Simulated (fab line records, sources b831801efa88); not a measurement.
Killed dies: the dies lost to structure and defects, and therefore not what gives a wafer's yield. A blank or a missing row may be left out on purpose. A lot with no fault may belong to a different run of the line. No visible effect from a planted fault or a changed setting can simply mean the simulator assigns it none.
The same fault as seen by 2 desks ; flow gf180mcu ; only its own numbers are on each desk; what lay behind them is given at the end

THE METROLOGY DESK
Means of the sampled wafers that have a number, per lot and without regard to the tool the lot ran on: this is what the gauges read. Any lot whose mean is over 4 standard deviations away from the usual mean is out of limits and marked OUT; that distance is given in the brackets.
Columns: A = V3_CVD_00_THK at GF_V3_THK_MEAS_01, usual 599 nm; B = V3_CVD_02_THK at GF_V3_THK_MEAS_03, usual 849 nm; C = V3_BOW at GF_V3_BOW_MEAS_05, usual 118 um; D = cd nm at GF_V3_CD_MEAS_14, usual 260.0 nm; E = V3_OVL at GF_V3_OVL_MEAS_15, usual -5 nm
lot;first seen here;A;B;C;D;E
L680;day 22 15:49;605;872;122;259.8;-6
L686;day 25 04:37;599;855;120;261.2;-5
L697;day 28 16:43;597;842;120;260.7;-6
L698;day 28 18:22;610;844;118;260.2;-4
L699;day 28 23:58;598;851;119;259.0;-4
Finding of this desk: none of the 5 lots has anything out of limits.

TOOL OWNER'S DESK, litho track-02
Per lot that ran on this tool, the mean of the sampled wafers carrying a number, from the tool's own readings at GF_V3_SOFTBAKE_10 (time 60 s). Any lot whose mean is over 4 standard deviations away from the usual mean is out of limits and marked OUT; that distance is given in the brackets.
Columns: A = run length s at GF_V3_SOFTBAKE_10, usual 89.27 s
lot;first seen here;A
L680;day 23 03:00;89.43
L686;day 25 15:00;94.95 (+22) OUT
L697;day 29 02:00;89.66
L698;day 29 04:00;89.52
Finding of this desk: L686 out of limits; the first was L686 at day 25 15:00, on run length s at GF_V3_SOFTBAKE_10. In limits: L680, L697, L698.

BROUGHT TOGETHER
The tool owner's desk had the chance to raise an alarm at day 25 15:00 on L686.
Nothing out of limits was seen by the metrology desk.
The metrology desk has L686 on record, within its limits.
The lots listed all ran GF_V3_SOFTBAKE_10 on litho track-02.

WHAT THE SIMULATOR PUT IN
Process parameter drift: litho track-02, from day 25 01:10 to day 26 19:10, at GF_V3_SOFTBAKE_10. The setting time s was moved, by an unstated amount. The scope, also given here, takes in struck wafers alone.
Lots struck among those shown: L686.
Time in hours from fault onset to the first out-of-limits reading at each desk: the tool owner's desk, 14.
